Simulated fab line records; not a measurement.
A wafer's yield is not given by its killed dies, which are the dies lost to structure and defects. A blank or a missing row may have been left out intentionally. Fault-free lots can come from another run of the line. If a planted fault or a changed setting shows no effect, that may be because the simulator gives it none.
The tool behind it: which one?	flow gf180mcu	Sampling: 11 lots, 33 wafers, 5 of 602 route steps

## WHAT EACH GAUGE READ, for each wafer
GF_M2_RS_MEAS_05: uses a four-point probe to measure. Usual: M2_ALCU_RS gives 0.0699 ohm/sq (standard deviation 0.00085).
lot	measured	on	M2_ALCU_RS (ohm/sq)	flag
L607	day 18 06:14	film_metro-01	0.0704 0.0704 0.0698	
L608	day 18 19:02	film_metro-03	0.0705 0.0701 0.0709	
L611	day 20 01:17	film_metro-01	0.0700 0.0709 0.0696	
L612	day 20 15:18	film_metro-01	0.0693 0.0700 0.0685	
L613	day 21 12:17	film_metro-03	0.0702 0.0712 0.0703	
L614	day 21 14:19	film_metro-03	0.0680 0.0684 0.0678	
L619	day 23 00:19	film_metro-01	0.0687 0.0698 0.0688	
L621	day 23 17:48	film_metro-01	0.0695 0.0682 0.0697	
L622	day 24 03:05	film_metro-02	0.0760 0.0761 0.0706	OFF
L628	day 25 21:46	film_metro-02	0.0701 0.0697 0.0692	
L630	day 26 08:59	film_metro-03	0.0706 0.0698 0.0707	

GF_M2_THK_MEAS_06: measures by xrf. Usual: M2_ALCU_THK gives 454 nm (standard deviation 7.3).
lot	measured	on	M2_ALCU_THK (nm)	flag
L607	day 18 06:20	film_metro-01	453 453 457	
L608	day 18 19:08	film_metro-03	448 453 448	
L611	day 20 01:24	film_metro-01	458 452 459	
L612	day 20 15:25	film_metro-01	467 458 469	
L613	day 21 12:24	film_metro-03	454 447 452	
L614	day 21 14:26	film_metro-03	469 464 469	
L619	day 23 00:25	film_metro-01	466 458 465	
L621	day 23 17:55	film_metro-01	459 465 461	
L622	day 24 03:11	film_metro-02	413 415 445	OFF
L628	day 25 21:53	film_metro-02	448 452 453	
L630	day 26 09:07	film_metro-03	446 449 442	

## TOOL THAT RAN EACH LOT (tool first, then ch and the chambers of the sampled wafers, then the start)
lot	GF_V1_CMP_04	GF_M2_SPUTTER_02	GF_M2_SPUTTER_03
L607	cmp-01 ch 0,1,3, day 17 04:54	pvd_sputter-02, day 18 06:06	pvd_sputter-02, day 18 06:08
L608	cmp-01 ch 0,2,3, day 17 16:49	pvd_sputter-02, day 18 18:55	pvd_sputter-02, day 18 18:57
L611	cmp-02 ch 0,1, day 18 22:22	pvd_sputter-04, day 20 01:11	pvd_sputter-04, day 20 01:13
L612	cmp-02 ch 1,2,3, day 19 12:44	pvd_sputter-03, day 20 15:13	pvd_sputter-03, day 20 15:14
L613	cmp-01 ch 0,2,3, day 20 10:16	pvd_sputter-04, day 21 12:11	pvd_sputter-04, day 21 12:13
L614	cmp-02 ch 1,3, day 20 11:55	pvd_sputter-03, day 21 14:13	pvd_sputter-03, day 21 14:15
L619	cmp-02 ch 0,2, day 21 21:50	pvd_sputter-03, day 23 00:12	pvd_sputter-03, day 23 00:14
L621	cmp-02 ch 0,2,3, day 22 16:41	pvd_sputter-04, day 23 17:43	pvd_sputter-04, day 23 17:44
L622	cmp-01 ch 0,1,2, day 23 02:01	pvd_sputter-03, day 24 02:58	pvd_sputter-03, day 24 03:00
L628	cmp-01 ch 0,1,3, day 24 22:16	pvd_sputter-02, day 25 21:41	pvd_sputter-02, day 25 21:43
L630	cmp-02 ch 0,1,2, day 25 09:57	pvd_sputter-02, day 26 08:54	pvd_sputter-02, day 26 08:56
- GF_V1_CMP_04: polishes SiO2.
- GF_M2_SPUTTER_02: material AlCu, target thk 450 nm, time 23.9 s.
- GF_M2_SPUTTER_03: material Ti, target thk 10 nm, time 6.7 s.

## WHAT THE TOOLS THEMSELVES READ (means of the sampled wafers that have a number; where no wafer has one, the mark that the record gives instead)
GF_V1_CMP_04. Usual: motor_current_A 11.5 A, standard deviation 0.79; slurry_filter_dp_kPa 13.49 kPa, standard deviation 0.15; time_to_endpoint_s 82 s, standard deviation 5.2.
lot	tool	motor_current_A (A)	slurry_filter_dp_kPa (kPa)	time_to_endpoint_s (s)	flag
L607	cmp-01	11.8	13.49	86	
L608	cmp-01	12.3	13.41	84	
L611	cmp-02	11.4	13.49	88	
L612	cmp-02	11.3	13.54	83	
L613	cmp-01	11.9	13.50	78	
L614	cmp-02	11.2	13.54	84	
L619	cmp-02	11.7	13.50	87	
L621	cmp-02	11.0	13.48	86	
L622	cmp-01	12.1	13.41	82	
L628	cmp-01	11.8	13.33	74	
L630	cmp-02	11.4	13.53	80	

GF_M2_SPUTTER_02. Usual: throttle_valve_pct at 29.9 %, with a standard deviation of 0.79.
lot	tool	throttle_valve_pct (%)	flag
L607	pvd_sputter-02	29.5	
L608	pvd_sputter-02	29.7	
L611	pvd_sputter-04	29.9	
L612	pvd_sputter-03	29.8	
L613	pvd_sputter-04	30.1	
L614	pvd_sputter-03	30.6	
L619	pvd_sputter-03	30.2	
L621	pvd_sputter-04	29.9	
L622	pvd_sputter-03	29.3	
L628	pvd_sputter-02	29.9	
L630	pvd_sputter-02	29.5	

GF_M2_SPUTTER_03. Usual: throttle_valve_pct at 29.9 %, with a standard deviation of 0.82.
lot	tool	throttle_valve_pct (%)	flag
L607	pvd_sputter-02	29.4	
L608	pvd_sputter-02	29.8	
L611	pvd_sputter-04	29.9	
L612	pvd_sputter-03	29.8	
L613	pvd_sputter-04	30.1	
L614	pvd_sputter-03	30.6	
L619	pvd_sputter-03	30.3	
L621	pvd_sputter-04	30.0	
L622	pvd_sputter-03	29.3	
L628	pvd_sputter-02	29.9	
L630	pvd_sputter-02	29.5	

## THE ANSWER, worked out from the rows above alone
Rule: lot off if the mean of its wafers having a number is beyond 3 standard deviations from the usual mean. A lot without any number at a reading at which 4 lots or more have one is off too. Where the step has rows for the other lots, those lots are counted as sound. First the gauges in route order, then the tools' own readings, where a lot's mean is used as printed above. The first step at which some lot is off is used, and at that step the reading that is off furthest; a lot without a number counts as furthest.
Off: L622, seen at GF_M2_RS_MEAS_05 (M2_ALCU_RS).
A tool fits if, at a process step before that reading, it ran every lot that is off, and no sound lot after the first of them. Those tools and the gauges at GF_M2_RS_MEAS_05 are tried in the same way. One fits: GF_M2_SPUTTER_02 and GF_M2_SPUTTER_03 on pvd_sputter-03. At GF_M2_SPUTTER_02 its last sound lot is L619 (day 23 00:12), its first lot that is off L622 (day 24 02:58): a fault that began between those two fits.

## WHAT THE SIMULATOR HAD PUT IN
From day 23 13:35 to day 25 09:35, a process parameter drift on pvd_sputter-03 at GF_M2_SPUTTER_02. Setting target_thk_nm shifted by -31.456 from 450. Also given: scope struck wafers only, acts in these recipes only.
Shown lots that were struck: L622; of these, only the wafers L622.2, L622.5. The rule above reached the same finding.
